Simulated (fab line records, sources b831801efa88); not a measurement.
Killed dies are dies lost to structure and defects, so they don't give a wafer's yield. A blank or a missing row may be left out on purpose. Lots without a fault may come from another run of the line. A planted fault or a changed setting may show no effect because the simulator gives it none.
fab line records | flow sfq_line
record lots=5 wafers=15 last_day=88
route steps=325 shown I4@170 JJ@178 M5@198 A5B@209 R5@225
lots that met no fault: from a run of the same line without faults
start_h: hours from the record's first day to the start of the lot's first wafer shown | wait_h: hours since the lot's step before | " the same as in the row above | L1.1+2: a row that stands for several wafers | - no value, or no start given | * or withheld: withheld | < > ~ a bound
route shown NAME@n: a module of which the file shows steps, and the number in the route of the first | usual: mean/standard deviation of fault-free wafers | same: alike in all rows | chamber/n: place in a boat | sites: the reading at each site | _std_site: their standard deviation | _edge_site: outer sites' mean less inner sites' | radius_mm: how far each site lies from the wafer's centre | mask NAME#n: copy n | behind: the tool/chamber that last shaped the wafer | hold: why the lot was held/for how many hours/how that ended | device: the transistor (n, p or np) that didn't switch | end of line: the same wafers' tests at the end of the route | a step without rows: its recipe alone | killed: dies lost to structure and defects at the first sort, not the wafer's yield | map: a wafer's dies, x killed, . not, _ none there
set.NAME: the setting as run; set.NAME@STEP: as run at that earlier step | model.NAME: the simulator's own value behind a step, which no gauge read
lots at some steps of the route; a table a step, a row a wafer
services: from which hour (start_h, from the record's first day; less than 0 if before it) a tool's chamber was out of use, for how many hours, and why
## steps
# step SFQ_TRILAYER_I4_VIA_LITHO_EXPOSE_104
# recipe mask_id=I4 na=0.6 source_shape=conventional sigma_outer=0.65 target_cd_nm=700 dose_mj=21.3
# step SFQ_TRILAYER_I4_VIA_LITHO_PEB_106
# recipe peb_temp_c=115 peb_time_s=60 resist=KrF
# step SFQ_TRILAYER_I4_VIA_LITHO_DEVELOP_105
# recipe time_s=60 resist=KrF
# step SFQ_I4_OVL_MEAS_928
# usual I4_OVL=1/5.9
# columns lot.wafer tool chamber start_h wait_h I4_OVL[nm]
L107.3 overlay-02 - 866.64 0.1 0
L107.4 " - " " -3
L107.5 " - " " 7
L109.2 overlay-01 - 1018.39 0.1 -2
L109.3 " - " " 5
L109.5 " - " " 1
L113.3 overlay-01 - 1206.75 0.1 12
L113.5 " - " " 5
L113.6 " - " " 10
L127.3 overlay-02 - 1357.62 0.1 -4
L127.4 " - " " -7
L127.6 " - " " -3
L128.2 overlay-02 - 1360.01 0.1 -7
L128.4 " - " " -1
L128.5 " - " " 15
# step SFQ_TRILAYER_I4_VIA_BARC_OPEN_VIA_ETCH_146
# recipe mask_material=PR chemistry=O2 target_depth_nm=125 target=BARC source_w=500 bias_w=80 pressure_mtorr=30 time_s=41.7
# step SFQ_TRILAYER_I4_VIA_ETCH_VIA_ETCH_106
# recipe target=SiO2 stop_on=Nb mask_material=PR taper_deg=20 chemistry=CHF3 target_depth_nm=260 source_w=500 bias_w=80 pressure_mtorr=30 time_s=withheld
# step SFQ_TRILAYER_I4_VIA_STRIP_STRIP_107
# recipe gas=O2 power_w=200 platen_temp_c=40 overash_fraction=0.65 chemistry=O2 pressure_mtorr=50
# usual drypump_motor_current_A=5.52/0.28 oes_product_au=1.001/0.0078
# columns lot.wafer tool chamber start_h wait_h drypump_motor_current_A oes_product_au rf_hours_counter_h
L107.3 rie_metal-03 1 867.01 - 5.81 1.009 -
L107.4 " 0 " " 5.15 1.003 -
L107.5 " 1 " " 5.80 1.013 -
L109.2 rie_metal-02 0 1018.57 - 5.21 0.997 30
L109.3 " 1 " " 5.83 1.000 -
L109.5 " 0 " " 5.22 0.993 -
L113.3 rie_metal-04 1 1207.12 - 5.53 1.002 -
L113.5 " 0 " " 5.59 1.009 -
L113.6 " 1 " " 5.55 0.999 -
L127.3 rie_metal-02 1 1358.00 - 5.80 0.994 -
L127.4 " 0 " " 5.22 0.984 -
L127.6 " 1 " " 5.82 1.003 -
L128.2 rie_metal-03 1 1360.20 - 5.79 1.010 46
L128.4 " 1 " " 5.79 1.013 -
L128.5 " 0 " " 5.20 1.002 -
# step SFQ_TRILAYER_I4_VIA_STRIP_SOLV_CLEAN_108
# recipe chemistry=NMP temp_c=70 time_s=600
# step SFQ_TRILAYER_JJ_TRILAYER_DEP_PRE_CLEAN_113
# recipe gas=Ar time_s=22.5 bias_v=250
# step SFQ_TRILAYER_JJ_TRILAYER_DEP_SPUTTER_109
# recipe material=Nb base_pressure_pa=1.33e-06 chamber_pressure_pa=0.1333 substrate_temp_c=20 target_thk_nm=150 power_w=2000 time_s=100
# step SFQ_TRILAYER_JJ_TRILAYER_DEP_SPUTTER_110
# recipe material=Al base_pressure_pa=1.33e-06 target_thk_nm=8 power_w=500 time_s=10 chamber_pressure_pa=0.4
# usual cathode_dc_power_W=499.99/0.1 throttle_valve_pct=29.3/1
# same time_s=10
# columns lot.wafer tool chamber start_h wait_h cathode_dc_power_W throttle_valve_pct
L107.3 pvd_sputter-03 - 867.71 0.0 500.04 31.9
L107.4 " - " " 500.00 29.4
L107.5 " - " " 500.08 29.5
L109.2 pvd_sputter-05 - 1019.45 0.0 499.97 28.4
L109.3 " - " " 499.91 30.3
L109.5 " - " " 499.97 28.0
L113.3 pvd_sputter-06 - 1207.80 0.0 499.81 28.3
L113.5 " - " " 500.03 30.2
L113.6 " - " " 499.98 29.5
L127.3 pvd_sputter-05 - 1358.85 0.0 500.01 30.4
L127.4 " - " " 499.95 30.3
L127.6 " - " " 499.93 28.5
L128.2 pvd_sputter-06 - 1361.09 0.0 500.02 29.4
L128.4 " - " " 500.11 28.8
L128.5 " - " " 499.95 28.3
# step SFQ_TRILAYER_JJ_TRILAYER_DEP_AL_OXIDATION_111
# recipe pressure_mbar=0.014667 oxidation_time_s=600 temperature_k=293
# step SFQ_TRILAYER_JJ_TRILAYER_DEP_SPUTTER_112
# recipe material=Nb base_pressure_pa=1.33e-06 chamber_pressure_pa=0.1333 substrate_temp_c=20 target_thk_nm=170 power_w=2000 time_s=113.3
# usual cathode_dc_power_W=2000.0/0.39 throttle_valve_pct=29.3/1.1
# same time_s=113.3
# columns lot.wafer tool chamber start_h wait_h cathode_dc_power_W throttle_valve_pct model.Nb_of_TRILAYER_JJ_TRILAYER_DEP_SPUTTER_112.thk_nm
L107.3 pvd_sputter-03 - 868.73 0.5 1999.9 32.2 171.2
L107.4 " - " " 2000.0 29.2 170.4
L107.5 " - " " 1999.9 29.4 170
L109.2 pvd_sputter-05 - 1020.47 0.5 1999.4 28.6 171.2
L109.3 " - " " 2000.2 30.3 174.3
L109.5 " - " " 1999.7 28.2 172
L113.3 pvd_sputter-06 - 1208.82 0.5 2000.1 28.3 170.7
L113.5 " - " " 2000.5 30.1 171
L113.6 " - " " 2000.3 29.3 172.4
L127.3 pvd_sputter-05 - 1359.87 0.5 2000.0 30.5 173.9
L127.4 " - " " 2000.8 30.4 172.4
L127.6 " - " " 1999.9 28.4 173.6
L128.2 pvd_sputter-06 - 1362.11 0.5 2000.1 29.4 171
L128.4 " - " " 2385.5 28.7 201.6
L128.5 " - " " 1999.1 28.1 171.5
# step SFQ_JJ_RS_MEAS_929
# recipe thk_meas_gauge=four-point-probe reads=Nb_of_TRILAYER_JJ_TRILAYER_DEP_SPUTTER_112
# usual JJ_NB_RS=1.045/0.011
# columns lot.wafer tool chamber start_h wait_h hold JJ_NB_RS[ohm/sq]
L107.3 film_metro-01 - 868.85 0.1 - 1.042
L107.4 " - " " - 1.044
L107.5 " - " " - 1.048
L109.2 film_metro-02 - 1020.57 0.1 - 1.042
L109.3 " - " " - 1.021
L109.5 " - " " - 1.037
L113.3 film_metro-02 - 1208.94 0.1 - 1.044
L113.5 " - " " - 1.039
L113.6 " - " " - 1.034
L127.3 film_metro-01 - 1359.99 0.1 - 1.026
L127.4 " - " " - 1.035
L127.6 " - " " - 1.026
L128.2 film_metro-01 - 1362.21 0.1 await_dispo/0.2h/release 1.044
L128.4 " - " " await_dispo/0.2h/release 0.884
L128.5 " - " " await_dispo/0.2h/release 1.039
L128.2 film_metro-01 - 1362.50 0.3 - 1.044
L128.4 " - " " - 0.884
L128.5 " - " " - 1.041
# step SFQ_TRILAYER_JJ_CE_LITHO_COAT_114
# recipe resist=KrF spin_rpm=3000 resist_thk_nm=600
# step SFQ_TRILAYER_JJ_CE_LITHO_SOFTBAKE_118
# recipe temp_c=withheld time_s=withheld resist=KrF
# step SFQ_TRILAYER_JJ_CE_LITHO_EXPOSE_115
# recipe mask_id=J5 na=0.6 source_shape=conventional sigma_outer=0.65 target_cd_nm=700 dose_mj=14.4
# step SFQ_TRILAYER_JJ_CE_LITHO_PEB_117
# recipe peb_temp_c=115 peb_time_s=60 resist=KrF
# step SFQ_TRILAYER_JJ_CE_LITHO_DEVELOP_116
# recipe time_s=60 resist=KrF
# step SFQ_JJ_OVL_MEAS_931
# usual J5_OVL=2/5.8
# columns lot.wafer tool chamber start_h wait_h J5_OVL[nm]
L107.3 overlay-01 - 1017.07 0.1 0
L107.4 " - " " 9
L107.5 " - " " 6
L109.2 overlay-02 - 1022.99 0.1 10
L109.3 " - " " 2
L109.5 " - " " 2
L113.3 overlay-01 - 1213.11 0.1 -2
L113.5 " - " " 3
L113.6 " - " " -13
L127.3 overlay-02 - 1503.51 0.1 10
L127.4 " - " " 10
L127.6 " - " " 11
L128.2 overlay-01 - 1504.70 0.1 2
L128.4 " - " " 5
L128.5 " - " " -1
# step SFQ_TRILAYER_JJ_CE_METRO_MEASURE_117
# step SFQ_TRILAYER_JJ_CE_BARC_OPEN_RIE_150
# recipe mask_material=PR chemistry=O2 target_depth_nm=240 target=BARC icp_w=600 bias_w=80 pressure_mtorr=10 time_s=80
# step SFQ_TRILAYER_JJ_CE_ETCH_RIE_118
# recipe target=Nb stop_on=Al2O3 mask_material=PR taper_deg=13.257 over_etch_frac=0.15 time_s=97.7 chemistry=SF6 target_depth_nm=170 icp_w=600 bias_w=80 pressure_mtorr=10
# step SFQ_TRILAYER_JJ_ANODIZE_ANODIZE_119
# recipe current_density_ma_cm2=withheld end_current_density_ma_cm2=withheld bath_temp_c=withheld
# step SFQ_TRILAYER_JJ_CE_STRIP_STRIP_120
# recipe gas=O2 power_w=200 platen_temp_c=40 overash_fraction=0.65 chemistry=O2 pressure_mtorr=50
# step SFQ_TRILAYER_JJ_CE_STRIP_SOLV_CLEAN_121
# recipe chemistry=NMP temp_c=70 time_s=600
# step SFQ_TRILAYER_M5_LITHO_COAT_128
# recipe resist=BARC spin_rpm=3000 resist_thk_nm=62
# step SFQ_TRILAYER_M5_LITHO_COAT_123
# recipe resist=KrF spin_rpm=3000 resist_thk_nm=600
# step SFQ_TRILAYER_M5_LITHO_SOFTBAKE_127
# recipe temp_c=withheld time_s=withheld resist=KrF
# step SFQ_TRILAYER_M5_LITHO_EXPOSE_124
# recipe mask_id=M5 na=0.6 source_shape=conventional sigma_outer=0.65 target_cd_nm=700 dose_mj=14.4
# step SFQ_TRILAYER_M5_LITHO_PEB_126
# recipe peb_temp_c=115 peb_time_s=60 resist=KrF
# step SFQ_TRILAYER_M5_LITHO_DEVELOP_125
# recipe time_s=60 resist=KrF
# step SFQ_M5_OVL_MEAS_932
# usual M5_OVL=-2/4.2
# columns lot.wafer tool chamber start_h wait_h M5_OVL[nm]
L107.3 overlay-02 - 1154.02 0.1 -1
L107.4 " - " " -12
L107.5 " - " " -6
L109.2 overlay-01 - 1156.41 0.1 -7
L109.3 " - " " -5
L109.5 " - " " -7
L113.3 overlay-01 - 1218.06 0.1 -3
L113.5 " - " " -4
L113.6 " - " " -4
L127.3 overlay-02 - 1646.52 0.1 -4
L127.4 " - " " -10
L127.6 " - " " -7
L128.2 overlay-01 - 1647.72 0.1 -10
L128.4 " - " " -1
L128.5 " - " " -8
# step SFQ_TRILAYER_M5_BARC_OPEN_METAL_ETCH_161
# recipe mask_material=PR chemistry=O2 target_depth_nm=125 target=BARC icp_w=600 bias_w=80 pressure_mtorr=10 time_s=41.7
# step SFQ_TRILAYER_M5_ETCH_METAL_ETCH_126
# recipe target=Nb stop_on=SiO2 mask_material=PR over_etch_frac=0.15 time_s=203.2 chemistry=Cl2/BCl3 target_depth_nm=265 icp_w=600 bias_w=80 pressure_mtorr=10
# usual drypump_motor_current_A=5.51/0.26 oes_product_au=0.727/0.0069 rf_fwd_power_W=597.3/2
# same over_etch_frac=0.15 time_s=203.2
# columns lot.wafer tool chamber start_h wait_h drypump_motor_current_A oes_product_au rf_fwd_power_W rf_hours_counter_h
L107.3 rie_metal-02 1 1154.17 0.1 5.82 0.736 597.9 -
L107.4 " 0 " " 5.19 0.724 593.5 -
L107.5 " 0 " " 5.21 0.726 595.4 -
L109.2 rie_metal-02 1 1156.50 0.0 5.81 0.724 595.4 30
L109.3 " 0 " " 5.22 0.732 594.4 -
L109.5 " 0 " " 5.23 0.723 597.2 -
L113.3 rie_metal-02 1 1218.21 0.1 5.82 0.724 597.4 -
L113.5 " 1 " " 5.83 0.720 598.6 -
L113.6 " 0 " " 5.21 0.713 596.1 -
L127.3 rie_metal-01 1 1646.67 0.1 5.62 0.731 599.5 -
L127.4 " 0 " " 5.43 0.731 599.1 -
L127.6 " 1 " " 5.57 0.734 598.6 -
L128.2 rie_metal-02 0 1647.80 0.0 5.20 0.726 597.8 111
L128.4 " 0 " " 5.20 0.737 595.9 -
L128.5 " 0 " " 5.23 0.736 598.4 -
# step SFQ_TRILAYER_M5_STRIP_STRIP_127
# recipe gas=O2 power_w=200 platen_temp_c=40 overash_fraction=0.65 chemistry=O2 pressure_mtorr=50
# usual drypump_motor_current_A=5.50/0.27 oes_product_au=1.001/0.0081
# columns lot.wafer tool chamber start_h wait_h drypump_motor_current_A oes_product_au rf_hours_counter_h
L107.3 rie_metal-02 1 1154.50 0.3 5.84 0.996 -
L107.4 " 0 " " 5.23 0.994 -
L107.5 " 0 " " 5.23 1.000 -
L109.2 rie_metal-02 1 1156.70 0.1 5.84 0.994 30
L109.3 " 0 " " 5.23 0.990 -
L109.5 " 0 " " 5.22 0.989 -
L113.3 rie_metal-02 1 1218.54 0.3 5.81 0.995 -
L113.5 " 1 " " 5.83 1.008 -
L113.6 " 0 " " 5.22 0.991 -
L127.3 rie_metal-01 1 1647.00 0.3 5.61 0.993 -
L127.4 " 0 " " 5.42 0.996 -
L127.6 " 1 " " 5.60 0.997 -
L128.2 rie_metal-02 0 1648.00 0.1 5.21 0.995 112
L128.4 " 0 " " 5.21 1.000 -
L128.5 " 0 " " 5.20 1.004 -
# step SFQ_TRILAYER_M5_STRIP_SOLV_CLEAN_128
# recipe chemistry=NMP temp_c=70 time_s=600
# step SFQ_TRILAYER_A5B_DEP_PECVD_129
# recipe material=SiO2 temp_c=150 time_s=133.33 pressure_torr=2.4 rf_w=183.3 precursor=SiH4/N2O target_thk_nm=600
# step SFQ_TRILAYER_A5B_CMP_CMP_130
# recipe stop_on=Nb down_force_psi=3 platen_rpm=60 target_thk_nm=340.7
# usual motor_current_A=10.1/0.86
# columns lot.wafer tool chamber start_h wait_h motor_current_A
L107.4 cmp-01 0 1174.77 19.6 9.0
L107.3 " 2 1175.77 20.6 10.6
L107.5 " 1 1177.27 22.1 11.0
L109.2 cmp-01 0 1177.77 20.2 9.2
L109.3 " 3 1179.27 21.7 10.6
L109.5 " 1 1180.27 22.7 10.1
L113.3 cmp-01 1 1235.03 15.9 11.1
L113.5 " 0 1236.53 17.3 8.7
L113.6 " 1 " " 11.3
L127.4 cmp-02 3 1648.84 1.0 12.0
L127.3 " 0 " " 9.4
L127.6 " 2 1650.34 2.5 9.3
L128.2 cmp-01 0 1649.88 1.0 8.9
L128.4 " 1 " " 10.7
L128.5 " 0 1651.88 3.0 9.2
# step SFQ_TRILAYER_A5B_METRO_MEASURE_131
# step SFQ_TRILAYER_R5_ETCH_METAL_ETCH_139
# recipe stop_on=SiO2 mask_material=PR chemistry=Cl2 target_depth_nm=60 icp_w=600 bias_w=80 pressure_mtorr=10 time_s=40
# usual drypump_motor_current_A=5.52/0.21 oes_product_au=0.989/0.0052 rf_fwd_power_W=593.6/3
# same time_s=40
# columns lot.wafer tool chamber start_h wait_h drypump_motor_current_A oes_product_au rf_fwd_power_W rf_hours_counter_h model.Nb_of_TRILAYER_JJ_TRILAYER_DEP_SPUTTER_112.thk_nm
L107.3 rie_metal-02 0 1310.94 0.0 5.23 0.986 587.2 - 161.2
L107.4 " 1 " " 5.82 0.984 593.8 - 160.5
L107.5 " 0 " " 5.22 0.997 588.6 - 160
L109.2 rie_metal-02 1 1314.52 0.0 5.80 0.990 597.7 52 161.2
L109.3 " 1 " " 5.81 0.982 595.1 - 164.4
L109.5 " 0 " " 5.20 0.992 588.6 - 162.1
L113.3 rie_metal-02 1 1381.40 0.0 5.83 0.986 592.3 - 160.8
L113.5 " 1 " " 5.84 0.985 594.7 - 161.1
L113.6 " 0 " " 5.22 0.996 592.5 - 162.5
L127.3 rie_metal-01 0 1654.68 0.0 5.40 0.988 592.4 - 164
L127.4 " 1 " " 5.53 0.985 596.1 - 162.5
L127.6 " 1 " " 5.59 0.984 592.8 - 163.7
L128.2 rie_metal-01 0 1656.61 0.0 5.41 0.989 594.9 15 161.1
L128.4 " 1 " " 5.56 0.989 595.5 - 191.7
L128.5 " 1 " " 5.59 0.991 593.6 - 161.7
## services
# columns tool chamber start_h hours kind
cmp-01 - 846.67 0.3 repair
cmp-01 - 889.66 6.4 pm
pvd_sputter-05 - 893.76 1.4 repair
cmp-01 - 917.50 4.0 pm
rie_metal-02 0 937.10 4.1 repair
rie_metal-01 - 955.21 0.4 repair
rie_metal-01 - 988.97 2.8 pm
cmp-01 - 996.91 0.5 repair
rie_metal-02 - 999.87 0.5 repair
pvd_sputter-05 - 1049.85 1.1 repair
pvd_sputter-06 - 1068.67 35.4 repair
cmp-01 - 1071.21 2.3 repair
cmp-01 - 1073.47 1.9 repair
rie_metal-02 1 1075.55 18.5 repair
rie_metal-02 - 1104.99 5.5 repair
pvd_sputter-05 - 1119.64 56.5 repair
cmp-01 - 1134.32 2.8 repair
cmp-01 - 1142.89 1.9 repair
pvd_sputter-05 - 1166.80 7.1 repair
rie_metal-02 - 1298.99 0.2 repair
rie_metal-02 0 1361.22 2.4 repair
rie_metal-02 1 1387.53 2.1 repair
rie_metal-02 0 1476.11 10.8 repair
rie_metal-02 - 1576.83 2.8 pm
## key
first_sign step=SFQ_TRILAYER_JJ_TRILAYER_DEP_SPUTTER_112 reading=cathode_dc_power_W direction=up sigmas=99+ usual=2000.0 struck=2385.5
effect step=SFQ_JJ_RS_MEAS_929 reading=visit direction=added
effect step=SFQ_JJ_RS_MEAS_929 reading=JJ_NB_RS direction=down sigmas=15 usual=1.045 struck=0.884
model_effect step=SFQ_TRILAYER_JJ_TRILAYER_DEP_SPUTTER_112 value=Nb_of_TRILAYER_JJ_TRILAYER_DEP_SPUTTER_112.thk_nm without=168.8 struck=201.6
model_effect step=SFQ_TRILAYER_R5_ETCH_METAL_ETCH_139 value=Nb_of_TRILAYER_JJ_TRILAYER_DEP_SPUTTER_112.thk_nm without=158.9 struck=191.7
met_at SFQ_TRILAYER_JJ_TRILAYER_DEP_SPUTTER_112
struck_wafers L128.4
onset_between 1208.82 1362.11
fault kind=process_parameter_drift tool=pvd_sputter-06 chamber=- onset_h=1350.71 steps=SFQ_TRILAYER_JJ_TRILAYER_DEP_SPUTTER_112 channel=power_w offset=385.61 shape=step end_h=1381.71 acts_in=these_recipes_only stated=2000 scope=struck_wafers_only
